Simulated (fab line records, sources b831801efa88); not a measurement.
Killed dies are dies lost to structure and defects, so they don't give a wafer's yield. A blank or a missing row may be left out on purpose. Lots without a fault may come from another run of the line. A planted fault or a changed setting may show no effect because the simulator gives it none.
A struck lot beside a sound one | flow sky130 | 16 steps out of a route of 708
Sound: wafers L408.3, L408.4, L408.5. Struck: wafers L414.1, L414.3, L414.4. The cause comes at the end.
At each step with rows: each side's tool, then ch and its chambers, then its first start. Under that, the readings that differ: sound wafers | struck wafers | difference of the means | sigmas: that difference in standard deviations of wafers without a fault.
alike: readings whose means differ by less than 2 such deviations, and words and numbers that are the same on both sides. not compared: withheld readings, readings that some wafer has no value for, bounds like >300 that may hide the same value, and numbers for which the record gives no deviation and whose values overlap.
The two part at a step that has a row with sigmas, a row that says differs or no value, or rows on one side only. Numbers that don't overlap but have no deviation are shown without sigmas and don't part them. A reading that every wafer of one side lacks parts them only if that side has two wafers or more.

SKY_VT_ADJUST_HVTP_OVL_MEAS_08:
  sound on overlay-02, day 6 01:07; struck on overlay-02, day 7 13:45
  reading                 | sound          | struck      | difference | sigmas
  VT_ADJUST_HVTP_OVL (nm) | -2.1 -2.4 -2.0 | 0.5 0.3 1.8 | +3.0       | +2
then, 1 step without rows for these wafers: SKY_VT_ADJUST_HVTP_IMPLANT_09.
SKY_VT_ADJUST_HVTP_STRIP_10: strips in O2/N2.
  sound on plasma_asher-01 ch 0,1, day 6 01:20; struck on plasma_asher-03 ch 0,1, day 7 13:56
  alike: drypump_motor_current_A, oes_product_au, strip_time_to_endpoint_s
  not compared: rf_hours_counter_h
SKY_VT_ADJUST_HVTP_TW_MEAS_11:
  sound on film_metro-03, day 6 01:25; struck on film_metro-03, day 7 14:02
  alike: VT_ADJUST_HVTP_TW
then, 7 steps without rows for these wafers: SKY_VT_ADJUST_LVTN_DEHYDRATE_00 (time 60 s); SKY_VT_ADJUST_LVTN_HMDS_01 (prime time 60 s); SKY_VT_ADJUST_LVTN_COAT_02 (resist thk 3000 nm); SKY_VT_ADJUST_LVTN_SOFTBAKE_03; SKY_VT_ADJUST_LVTN_EXPOSE_04 (exposes mask NWM COMPLEMENT LESS NATIVE, target cd 840 nm); SKY_VT_ADJUST_LVTN_PEB_05; SKY_VT_ADJUST_LVTN_DEVELOP_06 (develop time 60 s).
SKY_VT_ADJUST_LVTN_OVL_MEAS_07:
  sound on overlay-01, day 6 19:55; struck on overlay-01, day 8 10:10
  alike: VT_ADJUST_LVTN_OVL
SKY_VT_ADJUST_LVTN_IMPLANT_08:
  sound on implanter-01 ch 0, day 6 19:59; struck on implanter-02 ch 0, day 8 10:12
  reading                   | sound             | struck            | difference | sigmas
  implant_ion_amu           | 11 11 11          | 31 31 31          | +20        |
  model.implant.rp_nm (nm)  | 98.24 98.24 98.24 | 37.68 37.68 37.68 | -60.56     |
  model.implant.drp_nm (nm) | 42.97 42.97 42.97 | 16.56 16.56 16.56 | -26.41     |
  alike: end_station_pressure_torr, faraday_current_uA
SKY_VT_ADJUST_LVTN_STRIP_09: strips in O2/N2.
  sound on plasma_asher-02 ch 0,1, day 6 20:07; struck on plasma_asher-02 ch 0,1, day 8 10:21
  alike: drypump_motor_current_A, oes_product_au, strip_time_to_endpoint_s
  not compared: rf_hours_counter_h
SKY_VT_ADJUST_LVTN_TW_MEAS_10:
  sound on film_metro-03, day 6 20:12; struck on film_metro-03, day 8 10:27
  reading           | sound             | struck            | difference | sigmas
  VT_ADJUST_LVTN_TW | 242.0 243.4 242.5 | 473.5 473.0 471.5 | +230.0     | +79
then, 1 step without rows for these wafers: SKY_VT_ADJUST_LVTN_DEHYDRATE_11 (time 60 s).

WHERE THEY PART
First at SKY_VT_ADJUST_HVTP_OVL_MEAS_08; last, within this record, at SKY_VT_ADJUST_LVTN_TW_MEAS_10.

WHY: what the simulator had put in
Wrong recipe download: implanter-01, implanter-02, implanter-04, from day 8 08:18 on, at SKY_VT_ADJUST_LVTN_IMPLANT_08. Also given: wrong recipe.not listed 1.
